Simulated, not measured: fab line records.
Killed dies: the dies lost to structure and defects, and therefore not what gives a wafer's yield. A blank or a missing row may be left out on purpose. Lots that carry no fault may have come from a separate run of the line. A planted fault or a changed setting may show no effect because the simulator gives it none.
Matching of chambers / flow gf180mcu / pecvd-04 running GF_V2_CVD_02: 3 sister chambers
The step deposits SiO2 from TEOS, target thk 850 nm, time 94.851 s. 6 wafers are shown with their chamber, then 7 later ones without.

== EACH WAFER AND ITS CHAMBER ==
wafer=L737.3; chamber=2; heater-power-w (W)=712
wafer=L739.1; chamber=2; heater-power-w (W)=688
wafer=L739.2; chamber=0; heater-power-w (W)=679
wafer=L739.3; chamber=1; heater-power-w (W)=752
wafer=L746.3; chamber=0; heater-power-w (W)=709
wafer=L746.5; chamber=1; heater-power-w (W)=757

== WAFERS WITH NO CHAMBER GIVEN ==
wafer=L746.6; heater-power-w (W)=549
wafer=L748.1; heater-power-w (W)=664
wafer=L748.2; heater-power-w (W)=773
wafer=L748.6; heater-power-w (W)=684
wafer=L754.1; heater-power-w (W)=689
wafer=L754.4; heater-power-w (W)=661
wafer=L754.6; heater-power-w (W)=615

== WHICH CHAMBER EACH ONE RAN IN ==
wafer=L746.6; from the rows above=can't be placed: 0 or 2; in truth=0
wafer=L748.1; from the rows above=can't be placed: 0 or 2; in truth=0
wafer=L748.2; from the rows above=1; in truth=1
wafer=L748.6; from the rows above=can't be placed: 0 or 2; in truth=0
wafer=L754.1; from the rows above=can't be placed: 0 or 2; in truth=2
wafer=L754.4; from the rows above=can't be placed: 0 or 2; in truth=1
wafer=L754.6; from the rows above=can't be placed: 0 or 2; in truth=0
Placed correctly: 1 of 7. From these rows, 6 cannot be placed; in 5 the true chamber is one of the candidates. Wrongly placed: 0.
How it was worked out, from the rows above alone: a wafer's distance from a chamber is the root of the sum, over the readings, of the square of ((its reading less the chamber's mean) divided by the reading's scatter). The wafer belongs to the nearest chamber; if the next one is less than 2 further off, it can't be placed. For every chamber, the mean is computed from those of its wafers that are shown. The scatter: take each reading less its chamber's mean, square it, sum over the shown wafers, divide by the number of wafers less the number of chambers, and take the root.
